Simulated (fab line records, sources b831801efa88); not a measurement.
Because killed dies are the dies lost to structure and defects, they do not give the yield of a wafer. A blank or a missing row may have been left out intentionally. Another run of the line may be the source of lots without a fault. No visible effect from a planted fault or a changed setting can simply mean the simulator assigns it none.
Chamber matching ; flow sky130 ; SKY_VIA2_ETCH_15 on rie_diel-04 has 4 sister chambers
The step etches SiO2 in C4F8/O2/Ar, stops on TiN, target depth 546 nm, time 84 s. 8 wafers are shown with their chamber, then 8 later ones without.

WAFERS WITH THEIR CHAMBER
wafer;chamber;rf_fwd_power_W (W);chamber_pressure_mTorr (mTorr)
L075.4;2;1489;40.04
L086.4;2;1485;40.02
L087.4;3;1494;40.08
L087.5;0;1490;40.00
L089.2;0;1499;39.94
L089.3;3;1485;39.97
L089.4;1;1489;40.00
L088.1;1;1490;39.98

WAFERS WHOSE CHAMBER IS MISSING
wafer;rf_fwd_power_W (W);chamber_pressure_mTorr (mTorr)
L088.2;1491;40.01
L088.3;1490;40.03
L093.2;1491;39.97
L093.3;1487;40.02
L093.4;1490;39.98
L095.2;1488;39.95
L095.5;1489;40.00
L095.6;1490;39.98

CHAMBER TAKEN BY EACH
wafer;from the rows above;in truth
L088.2;can't be placed: 3 or 1 or 2 or 0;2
L088.3;can't be placed: 3 or 2 or 1 or 0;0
L093.2;can't be placed: 1 or 0 or 3 or 2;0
L093.3;can't be placed: 2 or 3 or 1 or 0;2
L093.4;can't be placed: 1 or 0 or 3 or 2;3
L095.2;can't be placed: 1 or 0 or 3 or 2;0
L095.5;can't be placed: 1 or 3 or 2 or 0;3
L095.6;can't be placed: 1 or 0 or 3 or 2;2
0 of 8 placed correctly. Not placeable from these rows: 8 (in 8, the candidates include the true chamber). Number placed wrongly: 0.
How it was worked out, from the rows above alone: a wafer's distance from a chamber is the root of the sum, over the readings, of the square of ((its reading less the chamber's mean) divided by the reading's scatter). The wafer belongs to the nearest chamber; if the next one is less than 2 further off, it can't be placed. A chamber's mean is the mean of its shown wafers. The scatter: take each reading less its chamber's mean, square it, sum over the shown wafers, divide by the number of wafers less the number of chambers, and take the root.
